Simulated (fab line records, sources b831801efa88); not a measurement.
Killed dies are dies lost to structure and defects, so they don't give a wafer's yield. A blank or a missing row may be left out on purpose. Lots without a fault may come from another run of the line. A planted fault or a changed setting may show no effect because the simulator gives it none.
Chamber matching | flow gf180mcu | GF_STI_ETCH_14 on rie_si-02: 4 sister chambers
The step etches Si in HBr/Cl2/O2, target depth 360 nm, time 102.9 s. 14 wafers are shown with their chamber, then 7 later ones without.

WAFERS WITH THEIR CHAMBER
wafer  | chamber | throttle_valve_pct (%) | HBr_flow_sccm (sccm) | oes_product_au (a.u.)
L332.1 | 2       | 25.659                 | 150.2                | 0.981
L332.2 | 0       | 25.683                 | 150.2                | 0.979
L332.6 | 1       | 25.644                 | 149.7                | 1.007
L337.2 | 2       | 25.668                 | 150.2                | 1.002
L337.3 | 1       | 25.641                 | 149.9                | 1.010
L337.5 | 0       | 25.682                 | 150.6                | 0.986
L343.4 | 3       | 25.659                 | 150.8                | 0.995
L343.5 | 0       | 25.671                 | 150.2                | 0.989
L343.6 | 1       | 25.643                 | 149.5                | 1.011
L344.2 | 1       | 25.645                 | 149.3                | 1.012
L344.3 | 0       | 25.672                 | 149.4                | 0.979
L344.4 | 0       | 25.680                 | 149.7                | 0.976
L350.1 | 3       | 25.653                 | 150.9                | 1.003
L350.2 | 1       | 25.661                 | 150.4                | 1.024

SIGNATURES (means of the wafers above)
reading            | chamber 0 | chamber 1 | chamber 2 | chamber 3 | scatter within a chamber
throttle_valve_pct | 25.67760  | 25.64680  | 25.66350  | 25.65600  | 0.0067
HBr_flow_sccm      | 150.020   | 149.760   | 150.200   | 150.850   | 0.401
oes_product_au     | 0.98180   | 1.01280   | 0.99150   | 0.99900   | 0.00736
Rule: a wafer's distance from a chamber is the root of the sum, over the readings, of the square of ((its reading less the chamber's mean) divided by the reading's scatter). The wafer belongs to the nearest chamber; if the next one is less than 2 further off, it can't be placed. The scatter: the root of (the sum of the squares of (reading less its chamber's mean) over the shown wafers, divided by (wafers less chambers)).

WAFERS WITHOUT THEIR CHAMBER
wafer  | throttle_valve_pct (%) | HBr_flow_sccm (sccm) | oes_product_au (a.u.)
L350.4 | 25.672                 | 150.2                | 1.005
L351.1 | 25.659                 | 150.1                | 1.011
L351.3 | 25.664                 | 149.7                | 0.987
L351.5 | 25.641                 | 150.2                | 1.017
L352.1 | 25.667                 | 149.9                | 0.987
L352.2 | 25.648                 | 149.9                | 1.004
L352.3 | 25.643                 | 149.8                | 1.006

WHICH CHAMBER EACH WENT THROUGH
wafer  | from the rows above               | in truth
L350.4 | can't be placed: 2 or 3 or 0 or 1 | 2
L351.1 | can't be placed: 1 or 3 or 2      | 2
L351.3 | can't be placed: 2 or 0           | 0
L351.5 | 1                                 | 1
L352.1 | can't be placed: 2 or 0           | 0
L352.2 | can't be placed: 1 or 3 or 2      | 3
L352.3 | 1                                 | 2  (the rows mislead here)
Placed correctly: 1 of 7. Can't be placed from these rows: 5 (the true chamber is among the candidates in 5). Placed wrongly: 1.
